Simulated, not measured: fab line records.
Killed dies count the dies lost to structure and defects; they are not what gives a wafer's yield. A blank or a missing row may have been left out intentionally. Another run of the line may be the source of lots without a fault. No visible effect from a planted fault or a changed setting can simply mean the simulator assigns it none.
Which of the tools did it? :: flow gf180mcu :: 13 lots with 39 wafers sampled at 4 steps, on a route of 602 steps

== WHAT EACH GAUGE READ, for each wafer ==
GF_V3_THK_MEAS_01.
lot: L441
measured: day 21 14:24
on: film_metro-02
V3_CVD_00_THK (nm): 595 597 611

lot: L442
measured: day 22 03:32
on: film_metro-02
V3_CVD_00_THK (nm): 597 613 611

lot: L443
measured: day 22 20:29
on: film_metro-02
V3_CVD_00_THK (nm): 607 608 610

lot: L444
measured: day 23 09:18
on: film_metro-02
V3_CVD_00_THK (nm): 598 592 590

lot: L445
measured: day 23 10:16
on: film_metro-02
V3_CVD_00_THK (nm): 596 595 594

lot: L447
measured: day 24 07:50
on: film_metro-02
V3_CVD_00_THK (nm): 604 595 603

lot: L448
measured: day 24 14:47
on: film_metro-02
V3_CVD_00_THK (nm): 602 599 597

lot: L449
measured: day 24 22:32
on: film_metro-02
V3_CVD_00_THK (nm): 597 595 588

lot: L452
measured: day 25 19:44
on: film_metro-04
V3_CVD_00_THK (nm): 596 599 603

lot: L459
measured: day 27 23:23
on: film_metro-01
V3_CVD_00_THK (nm): 607 601 597

lot: L460
measured: day 28 02:35
on: film_metro-04
V3_CVD_00_THK (nm): 603 602 607

lot: L461
measured: day 28 14:26
on: film_metro-02
V3_CVD_00_THK (nm): 603 600 601

lot: L464
measured: day 29 15:16
on: film_metro-04
V3_CVD_00_THK (nm): 612 603 600

GF_M5_CD_MEAS_07: target cd 280 nm.
lot: L441
measured: day 26 14:11
on: cd_sem-02
cd_nm (nm): 279.2 279.3 280.2

lot: L442
measured: day 27 00:50
on: cd_sem-02
cd_nm (nm): 279.7 279.7 279.8

lot: L443
measured: day 27 15:38
on: cd_sem-02
cd_nm (nm): 280.8 280.5 280.1

lot: L444
measured: day 28 03:44
on: cd_sem-01
cd_nm (nm): 280.6 280.8 279.7

lot: L445
measured: day 28 06:31
on: cd_sem-01
cd_nm (nm): 280.0 279.9 281.0

lot: L447
measured: day 29 00:28
on: cd_sem-01
cd_nm (nm): 280.9 280.6 279.6

lot: L448
measured: day 29 07:50
on: cd_sem-01
cd_nm (nm): 279.7 280.2 279.2

lot: L449
measured: day 29 13:47
on: cd_sem-01
cd_nm (nm): 279.5 281.2 280.9

lot: L452
measured: day 30 07:26
on: cd_sem-01
cd_nm (nm): 280.1 279.6 279.9

lot: L459
measured: day 32 04:50
on: cd_sem-02
cd_nm (nm): 279.3 279.2 279.1

lot: L460
measured: day 32 07:14
on: cd_sem-01
cd_nm (nm): 280.9 281.1 280.2

lot: L461
measured: day 32 17:12
on: cd_sem-02
cd_nm (nm): 280.1 278.2 279.7

lot: L464
measured: day 33 13:46
on: cd_sem-01
cd_nm (nm): 279.6 279.8 279.3

== TOOL THAT RAN EACH LOT (tool first, then ch and the chambers of the sampled wafers, then the start) ==
lot: L441
GF_V2_SPUTTER_21: pvd_sputter-04, day 20 12:25
GF_MIM_SPUTTER_00: pvd_sputter-01, day 24 17:17

lot: L442
GF_V2_SPUTTER_21: pvd_sputter-04, day 21 01:48
GF_MIM_SPUTTER_00: pvd_sputter-01, day 25 04:55

lot: L443
GF_V2_SPUTTER_21: pvd_sputter-04, day 21 19:20
GF_MIM_SPUTTER_00: pvd_sputter-01, day 25 20:01

lot: L444
GF_V2_SPUTTER_21: pvd_sputter-02, day 22 08:37
GF_MIM_SPUTTER_00: pvd_sputter-02, day 26 08:22

lot: L445
GF_V2_SPUTTER_21: pvd_sputter-02, day 22 09:28
GF_MIM_SPUTTER_00: pvd_sputter-01, day 26 11:00

lot: L447
GF_V2_SPUTTER_21: pvd_sputter-03, day 23 07:05
GF_MIM_SPUTTER_00: pvd_sputter-02, day 27 06:37

lot: L448
GF_V2_SPUTTER_21: pvd_sputter-04, day 23 14:04
GF_MIM_SPUTTER_00: pvd_sputter-02, day 27 12:53

lot: L449
GF_V2_SPUTTER_21: pvd_sputter-02, day 23 22:06
GF_MIM_SPUTTER_00: pvd_sputter-01, day 27 20:10

lot: L452
GF_V2_SPUTTER_21: pvd_sputter-03, day 24 20:16
GF_MIM_SPUTTER_00: pvd_sputter-02, day 28 16:08

lot: L459
GF_V2_SPUTTER_21: pvd_sputter-04, day 27 00:43
GF_MIM_SPUTTER_00: pvd_sputter-01, day 30 16:46

lot: L460
GF_V2_SPUTTER_21: pvd_sputter-02, day 27 04:16
GF_MIM_SPUTTER_00: pvd_sputter-04, day 30 18:58

lot: L461
GF_V2_SPUTTER_21: pvd_sputter-02, day 27 15:25
GF_MIM_SPUTTER_00: pvd_sputter-02, day 31 06:03

lot: L464
GF_V2_SPUTTER_21: pvd_sputter-04, day 28 18:07
GF_MIM_SPUTTER_00: pvd_sputter-01, day 32 04:10
- GF_V2_SPUTTER_21: material Ti, target thk 15 nm, time 80.02 s.
- GF_MIM_SPUTTER_00: material Ti, target thk 37.5 nm, time 150 s.

== WHAT THE TOOLS THEMSELVES READ (means of the sampled wafers that have a number; where no wafer has one, the mark that the record gives instead) ==
GF_V2_SPUTTER_21.
lot: L441
tool: pvd_sputter-04
cathode_dc_power_W (W): 2499.8
chamber_pressure_pa (Pa): 5.004
throttle_valve_pct (%): 28.4

lot: L442
tool: pvd_sputter-04
cathode_dc_power_W (W): 2499.9
chamber_pressure_pa (Pa): 4.997
throttle_valve_pct (%): 28.8

lot: L443
tool: pvd_sputter-04
cathode_dc_power_W (W): 2499.9
chamber_pressure_pa (Pa): 4.990
throttle_valve_pct (%): 28.9

lot: L444
tool: pvd_sputter-02
cathode_dc_power_W (W): 2499.9
chamber_pressure_pa (Pa): 5.001
throttle_valve_pct (%): 30.7

lot: L445
tool: pvd_sputter-02
cathode_dc_power_W (W): 2500.1
chamber_pressure_pa (Pa): 5.005
throttle_valve_pct (%): 31.2

lot: L447
tool: pvd_sputter-03
cathode_dc_power_W (W): 2499.9
chamber_pressure_pa (Pa): 4.999
throttle_valve_pct (%): 30.0

lot: L448
tool: pvd_sputter-04
cathode_dc_power_W (W): 2499.5
chamber_pressure_pa (Pa): 4.992
throttle_valve_pct (%): 28.7

lot: L449
tool: pvd_sputter-02
cathode_dc_power_W (W): 2499.6
chamber_pressure_pa (Pa): 5.003
throttle_valve_pct (%): 30.0

lot: L452
tool: pvd_sputter-03
cathode_dc_power_W (W): 2500.1
chamber_pressure_pa (Pa): 5.007
throttle_valve_pct (%): 30.5

lot: L459
tool: pvd_sputter-04
cathode_dc_power_W (W): 2500.1
chamber_pressure_pa (Pa): 5.000
throttle_valve_pct (%): 29.2

lot: L460
tool: pvd_sputter-02
cathode_dc_power_W (W): 2500.2
chamber_pressure_pa (Pa): 4.997
throttle_valve_pct (%): 29.3

lot: L461
tool: pvd_sputter-02
cathode_dc_power_W (W): 2500.0
chamber_pressure_pa (Pa): 4.993
throttle_valve_pct (%): 30.0

lot: L464
tool: pvd_sputter-04
cathode_dc_power_W (W): 2499.5
chamber_pressure_pa (Pa): 4.990
throttle_valve_pct (%): 29.5

GF_MIM_SPUTTER_00.
lot: L441
tool: pvd_sputter-01
cathode_dc_power_W (W): 4000.2
chamber_pressure_pa (Pa): 1.999
throttle_valve_pct (%): 30.5

lot: L442
tool: pvd_sputter-01
cathode_dc_power_W (W): 4000.3
chamber_pressure_pa (Pa): 2.003
throttle_valve_pct (%): 30.9

lot: L443
tool: pvd_sputter-01
cathode_dc_power_W (W): 4000.1
chamber_pressure_pa (Pa): 2.000
throttle_valve_pct (%): 30.7

lot: L444
tool: pvd_sputter-02
cathode_dc_power_W (W): 4000.7
chamber_pressure_pa (Pa): 2.004
throttle_valve_pct (%): 30.6

lot: L445
tool: pvd_sputter-01
cathode_dc_power_W (W): 4000.2
chamber_pressure_pa (Pa): 1.998
throttle_valve_pct (%): 30.8

lot: L447
tool: pvd_sputter-02
cathode_dc_power_W (W): 4000.4
chamber_pressure_pa (Pa): 2.001
throttle_valve_pct (%): 29.4

lot: L448
tool: pvd_sputter-02
cathode_dc_power_W (W): 3999.7
chamber_pressure_pa (Pa): 2.000
throttle_valve_pct (%): 30.6

lot: L449
tool: pvd_sputter-01
cathode_dc_power_W (W): 4000.7
chamber_pressure_pa (Pa): 2.001
throttle_valve_pct (%): 31.1

lot: L452
tool: pvd_sputter-02
cathode_dc_power_W (W): 4000.3
chamber_pressure_pa (Pa): 2.000
throttle_valve_pct (%): 30.7

lot: L459
tool: pvd_sputter-01
cathode_dc_power_W (W): -
chamber_pressure_pa (Pa): -
throttle_valve_pct (%): -

lot: L460
tool: pvd_sputter-04
cathode_dc_power_W (W): -
chamber_pressure_pa (Pa): -
throttle_valve_pct (%): -

lot: L461
tool: pvd_sputter-02
cathode_dc_power_W (W): -
chamber_pressure_pa (Pa): -
throttle_valve_pct (%): -

lot: L464
tool: pvd_sputter-01
cathode_dc_power_W (W): 4000.0
chamber_pressure_pa (Pa): 1.996
throttle_valve_pct (%): 30.1

== THE ANSWER, worked out from the rows above alone ==
Rule: what is usual is taken from the lots themselves. Put in order of their means at a reading, lots are off if they are a third of the lots or fewer, leave a main group of 4 or more, and stand apart from it by a gap of 3 or more times the standard deviation of the main group's means; of several such gaps the widest counts. A main group whose means are all the same, to the digits that the tables above print for the reading, isn't used. A lot without any number at a reading at which 4 lots or more have one is off too. All remaining lots with rows at the step are treated as sound. First the gauges in route order, then the tools' own readings, where a lot's mean is used as printed above. At the first step where some lot is off, the reading lying furthest off is the one used; lots without a number count as furthest.
Off at GF_MIM_SPUTTER_00 (cathode_dc_power_W): L459, L460, L461. Without a number there: L459, L460, L461. Mean 4000.3 W and standard deviation 0.29 in the main group.
A tool fits if, at that step or a process step before it, it ran every lot that is off, and no sound lot after the first of them. Of those tried, none fits.

== WHAT THE SIMULATOR HAD PUT IN ==
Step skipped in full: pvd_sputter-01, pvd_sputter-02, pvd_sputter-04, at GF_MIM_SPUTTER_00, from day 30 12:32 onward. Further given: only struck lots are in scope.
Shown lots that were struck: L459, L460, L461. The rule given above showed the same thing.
